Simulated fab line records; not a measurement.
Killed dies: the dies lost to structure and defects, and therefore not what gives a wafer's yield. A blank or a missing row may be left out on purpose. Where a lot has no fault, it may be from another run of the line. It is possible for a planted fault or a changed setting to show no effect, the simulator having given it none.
Which tool did it? | flow sky130 | 24 lots with 72 wafers sampled at 3 steps, on a route of 708 steps

== WHAT THE GAUGES SHOWED, per wafer ==
SKY_FIELD_ISO_THK_MEAS_23. Usual: FIELD_ISO_OXIDATION_01_THK gives 10.05 nm (standard deviation 0.2).
lot  | measured    | on            | FIELD_ISO_OXIDATION_01_THK (nm) | flag
L074 | day 2 10:57 | film metro-01 | 9.89 9.85 10.03                 |
L075 | day 2 15:30 | film metro-02 | 9.88 9.88 9.83                  |
L076 | day 2 19:35 | film metro-01 | 9.93 9.83 9.86                  |
L077 | day 2 23:52 | film metro-03 | 10.07 10.08 10.00               |
L078 | day 3 06:11 | film metro-01 | 9.85 9.70 10.00                 |
L079 | day 3 10:34 | film metro-01 | 10.09 10.06 10.20               |
L080 | day 3 16:14 | film metro-02 | 9.96 9.87 10.01                 |
L081 | day 3 21:53 | film metro-03 | 9.93 9.94 9.99                  |
L082 | day 4 02:05 | film metro-01 | 10.29 10.25 10.26               |
L083 | day 4 07:31 | film metro-01 | 9.76 9.70 9.68                  |
L084 | day 4 14:07 | film metro-01 | 9.86 9.85 9.93                  |
L085 | day 4 16:08 | film metro-03 | 10.16 10.13 10.19               |
L086 | day 5 00:28 | film metro-03 | 10.34 10.09 10.23               |
L087 | day 5 07:29 | film metro-03 | 10.10 10.05 10.08               |
L088 | day 5 12:48 | film metro-02 | 9.93 9.88 9.94                  |
L089 | day 5 12:48 | film metro-03 | 9.76 9.79 9.60                  |
L090 | day 5 20:01 | film metro-02 | 9.78 9.79 10.07                 |
L091 | day 5 23:31 | film metro-03 | 10.04 10.16 10.04               |
L092 | day 6 06:28 | film metro-02 | 10.54 10.37 10.41               |
L093 | day 6 09:25 | film metro-03 | 10.41 10.23 10.28               |
L094 | day 6 15:54 | film metro-01 | 10.28 10.18 10.27               |
L095 | day 6 20:33 | film metro-03 | 10.02 10.00 9.88                |
L096 | day 7 01:23 | film metro-02 | 10.33 10.16 10.33               |
L097 | day 7 08:02 | film metro-02 | 10.24 10.15 10.14               |

SKY_LOCAL_INTERCONNECT_RS_MEAS_01: measurement is done with a four-point probe. Usual: LOCAL_INTERCONNECT_TIN_RS gives 14.12 ohm/sq (standard deviation 0.14).
lot  | measured     | on            | LOCAL_INTERCONNECT_TIN_RS (ohm/sq) | flag
L074 | day 30 15:34 | film metro-04 | 14.16 14.48 13.93                  |
L075 | day 30 14:45 | film metro-04 | 14.25 14.21 14.18                  |
L076 | day 30 12:46 | film metro-04 | 14.26 13.99 14.11                  |
L077 | day 30 20:11 | film metro-04 | 13.94 14.19 14.04                  |
L078 | day 30 18:14 | film metro-04 | 14.05 14.15 14.08                  |
L079 | day 30 19:14 | film metro-04 | 14.23 14.30 14.20                  |
L080 | day 31 07:59 | film metro-04 | 14.22 13.80 14.21                  |
L081 | day 31 09:12 | film metro-02 | 14.29 14.16 14.33                  |
L082 | day 32 06:48 | film metro-03 | 14.36 14.03 14.06                  |
L083 | day 32 04:04 | film metro-02 | 14.32 14.23 14.31                  |
L084 | day 33 11:51 | film metro-02 | 14.08 13.97 14.04                  |
L085 | day 33 09:25 | film metro-02 | 14.25 14.21 14.20                  |
L086 | day 33 18:26 | film metro-03 | 14.18 14.20 14.20                  |
L087 | day 33 17:11 | film metro-03 | 13.94 13.87 14.08                  |
L088 | day 34 10:27 | film metro-03 | 13.95 14.12 14.02                  |
L089 | day 34 07:25 | film metro-02 | 14.11 14.15 14.16                  |
L090 | day 34 07:32 | film metro-03 | 14.08 14.03 14.23                  |
L091 | day 34 19:31 | film metro-04 | 14.13 14.16 13.98                  |
L092 | day 34 15:30 | film metro-04 | 14.19 14.15 14.25                  |
L093 | day 35 16:28 | film metro-02 | 13.73 13.99 13.96                  |
L094 | day 36 02:26 | film metro-02 | 14.15 14.35 14.38                  |
L095 | day 36 01:47 | film metro-02 | 14.05 14.00 14.10                  |
L096 | day 36 02:08 | film metro-02 | 13.91 14.07 14.03                  |
L097 | day 36 04:20 | film metro-03 | 14.21 14.05 14.05                  |

SKY_LOCAL_INTERCONNECT_CD_MEAS_11 targets a cd of 170 nm. Usual: cd nm reads 170.3 nm (standard deviation 1.4).
lot  | measured     | on        | cd nm (nm)        | flag
L074 | day 31 18:44 | cd sem-01 | 168.7 168.5 168.2 |
L075 | day 31 18:02 | cd sem-01 | 170.9 172.3 171.4 |
L076 | day 31 16:50 | cd sem-01 | 168.3 169.3 169.3 |
L077 | day 31 22:44 | cd sem-02 | 170.6 171.9 171.0 |
L078 | day 31 20:53 | cd sem-02 | 166.0 169.4 170.0 |
L079 | day 31 22:18 | cd sem-02 | 171.2 174.1 171.0 |
L080 | day 32 11:17 | cd sem-01 | 169.6 170.1 169.2 |
L081 | day 32 12:49 | cd sem-02 | 170.9 169.7 170.7 |
L082 | day 33 10:20 | cd sem-02 | 170.6 169.9 168.9 |
L083 | day 33 06:31 | cd sem-01 | 169.7 170.5 171.0 |
L084 | day 34 13:40 | cd sem-01 | 171.2 170.3 171.0 |
L085 | day 34 12:31 | cd sem-01 | 169.9 170.8 170.0 |
L086 | day 34 20:16 | cd sem-02 | 169.9 169.6 169.2 |
L087 | day 34 19:01 | cd sem-01 | 169.1 170.1 169.2 |
L088 | day 35 17:40 | cd sem-02 | 171.3 171.6 171.5 |
L089 | day 35 16:41 | cd sem-01 | 166.4 167.6 168.3 |
L090 | day 35 16:49 | cd sem-02 | 169.6 168.0 168.6 |
L091 | day 35 19:54 | cd sem-01 | 172.6 171.7 170.0 |
L092 | day 35 19:22 | cd sem-02 | 170.0 169.6 170.7 |
L093 | day 36 18:41 | cd sem-02 | 172.4 172.2 171.6 |
L094 | day 37 04:21 | cd sem-02 | 172.7 172.2 171.4 |
L095 | day 37 03:28 | cd sem-01 | 170.2 170.0 170.6 |
L096 | day 37 04:04 | cd sem-01 | 170.0 169.2 169.8 |
L097 | day 37 06:26 | cd sem-02 | 169.4 171.4 170.0 |

== EACH LOT AND THE TOOL THAT RAN IT (in order: tool; ch and the chambers of the sampled wafers; start) ==
There is no process step in the record ahead of these readings.

== WHAT THE TOOLS THEMSELVES READ (means of the sampled wafers that have a number; where no wafer has one, the mark that the record gives instead) ==
The record holds no such reading with a usual standard deviation.

== THE ANSWER, worked out from the rows above alone ==
Rule: a lot is off if the mean of its wafers that have a number lies more than 3 standard deviations from the usual mean. Also off: a lot with no number at a reading for which 4 or more lots have one. All remaining lots with rows at the step are treated as sound. First the gauges in route order, then the tools' own readings, where a lot's mean is used as printed above. At the first step where some lot is off, the reading lying furthest off is the one used; lots without a number count as furthest.
No lot is off on any of the readings shown, so nothing can be concluded from this.

== WHAT THE SIMULATOR HAD PUT IN ==
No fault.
